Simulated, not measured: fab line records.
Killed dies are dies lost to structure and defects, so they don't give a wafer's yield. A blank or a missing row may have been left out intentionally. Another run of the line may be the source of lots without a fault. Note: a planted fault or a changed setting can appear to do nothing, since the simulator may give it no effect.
What tool caused it? | flow gf180mcu | 13 lots, 39 wafers sampled, at 4 steps of a route of 602

WHAT THE GAUGES READ, wafer by wafer
GF_M1_OVL_MEAS_15.
lot  | measured     | on         | M1_OVL (nm)
L764 | day 17 02:59 | overlay-02 | -2 7 -2
L765 | day 17 16:20 | overlay-02 | -13 -3 -10
L766 | day 18 06:16 | overlay-02 | -7 -1 -3
L767 | day 18 08:50 | overlay-02 | 5 1 6
L769 | day 19 00:09 | overlay-01 | -1 -1 -1
L772 | day 20 03:45 | overlay-01 | 1 0 -3
L775 | day 21 11:01 | overlay-02 | 8 8 1
L780 | day 23 01:59 | overlay-02 | -6 -4 -5
L782 | day 23 14:19 | overlay-02 | 0 -3 -3
L784 | day 24 09:05 | overlay-02 | 5 0 2
L785 | day 24 17:32 | overlay-02 | 0 2 5
L786 | day 25 01:06 | overlay-01 | 3 -3 3
L787 | day 25 01:16 | overlay-02 | -2 0 -3

GF_V1_THK_MEAS_01.
lot  | measured     | on           | V1_CVD_00_THK (nm)
L764 | day 17 03:45 | filmMetro-04 | 603 602 615
L765 | day 17 17:09 | filmMetro-01 | 594 595 593
L766 | day 18 07:07 | filmMetro-01 | 600 606 594
L767 | day 18 09:38 | filmMetro-01 | 607 605 602
L769 | day 19 00:59 | filmMetro-01 | 598 594 598
L772 | day 20 04:33 | filmMetro-02 | 301 305 295
L775 | day 21 11:46 | filmMetro-04 | 302 307 300
L780 | day 23 02:44 | filmMetro-04 | 604 607 605
L782 | day 23 15:05 | filmMetro-01 | 590 593 603
L784 | day 24 09:50 | filmMetro-02 | 605 596 590
L785 | day 24 18:18 | filmMetro-02 | 604 605 604
L786 | day 25 01:58 | filmMetro-02 | 603 609 607
L787 | day 25 02:01 | filmMetro-01 | 605 593 607

GF_V1_THK_MEAS_03.
lot  | measured     | on           | V1_CVD_02_THK (nm)
L764 | day 17 03:55 | filmMetro-01 | 852 851 847
L765 | day 17 17:17 | filmMetro-04 | 844 864 849
L766 | day 18 07:15 | filmMetro-04 | 846 870 862
L767 | day 18 09:46 | filmMetro-04 | 845 851 862
L769 | day 19 01:09 | filmMetro-04 | 856 879 868
L772 | day 20 04:41 | filmMetro-04 | 847 858 867
L775 | day 21 11:53 | filmMetro-01 | 842 838 859
L780 | day 23 02:52 | filmMetro-01 | 853 869 868
L782 | day 23 15:13 | filmMetro-01 | 842 871 865
L784 | day 24 09:58 | filmMetro-01 | 838 850 860
L785 | day 24 18:26 | filmMetro-02 | 853 858 856
L786 | day 25 02:06 | filmMetro-02 | 843 864 872
L787 | day 25 02:09 | filmMetro-01 | 844 856 861

EACH LOT AND THE TOOL THAT RAN IT (in order: tool; ch and the chambers of the sampled wafers; start)
lot  | GF_V1_CVD_00
L764 | hdpcvd-02 ch 0,1,2, day 17 03:41
L765 | hdpcvd-01 ch 0,1, day 17 17:05
L766 | hdpcvd-01 ch 0,1, day 18 07:02
L767 | hdpcvd-02 ch 1,2, day 18 09:34
L769 | hdpcvd-01 ch 1,2, day 19 00:54
L772 | hdpcvd-01 ch 1,2, day 20 04:28
L775 | hdpcvd-01 ch 0,2, day 21 11:41
L780 | hdpcvd-02 ch 0,1, day 23 02:40
L782 | hdpcvd-02 ch 0,2, day 23 15:01
L784 | hdpcvd-02 ch 0,1, day 24 09:46
L785 | hdpcvd-01 ch 0,2, day 24 18:13
L786 | hdpcvd-01 ch 0,1,2, day 25 01:53
L787 | hdpcvd-01 ch 0,2, day 25 01:57
- GF_V1_CVD_00: deposits SiO2, target thk 600 nm, time 100 s.

AS READ BY THE TOOLS THEMSELVES (means over the sampled wafers that have a number; for cases with no such wafer, the mark the record gives instead)
GF_V1_CVD_00.
lot  | tool      | sih4FlowSccm (sccm)
L764 | hdpcvd-02 | 59.92
L765 | hdpcvd-01 | 59.90
L766 | hdpcvd-01 | 59.97
L767 | hdpcvd-02 | 59.97
L769 | hdpcvd-01 | 59.95
L772 | hdpcvd-01 | 29.91
L775 | hdpcvd-01 | 29.96
L780 | hdpcvd-02 | 59.73
L782 | hdpcvd-02 | 60.22
L784 | hdpcvd-02 | 59.97
L785 | hdpcvd-01 | 60.12
L786 | hdpcvd-01 | 59.78
L787 | hdpcvd-01 | 59.94

THE ANSWER, worked out from the rows above alone
Rule: the usual values come from the lots themselves. The widest of any qualifying gaps counts: lots, ordered by their means at a reading, are off when they make up no more than a third of the lots, leave a main group of 4 or more, and stand apart from it by 3 or more times the standard deviation of that group's means. Not used: any main group whose means are identical at the precision the tables above print for the reading. Also off: a lot with no number at a reading for which 4 or more lots have one. The other lots that the step has rows for count as sound. Order of review: gauges by route order, followed by the tools' own readings, for which a lot's mean as printed above is used. The first step at which some lot is off is used, and at that step the reading that is off furthest; a lot without a number counts as furthest.
Off: L772, L775, at GF_V1_THK_MEAS_01 (V1_CVD_00_THK). Main group: mean 601 nm, sd 4.5.
If a tool, at a process step before that reading, ran all the lots that are off and no sound lot after the first of them, it fits. Not tried: the gauges at GF_V1_THK_MEAS_01; whatever is off there is also off at GF_V1_CVD_00, on other tools, and gauge error can't account for it. No candidate that was tried fits.

WHAT WAS PUT IN BY THE SIMULATOR
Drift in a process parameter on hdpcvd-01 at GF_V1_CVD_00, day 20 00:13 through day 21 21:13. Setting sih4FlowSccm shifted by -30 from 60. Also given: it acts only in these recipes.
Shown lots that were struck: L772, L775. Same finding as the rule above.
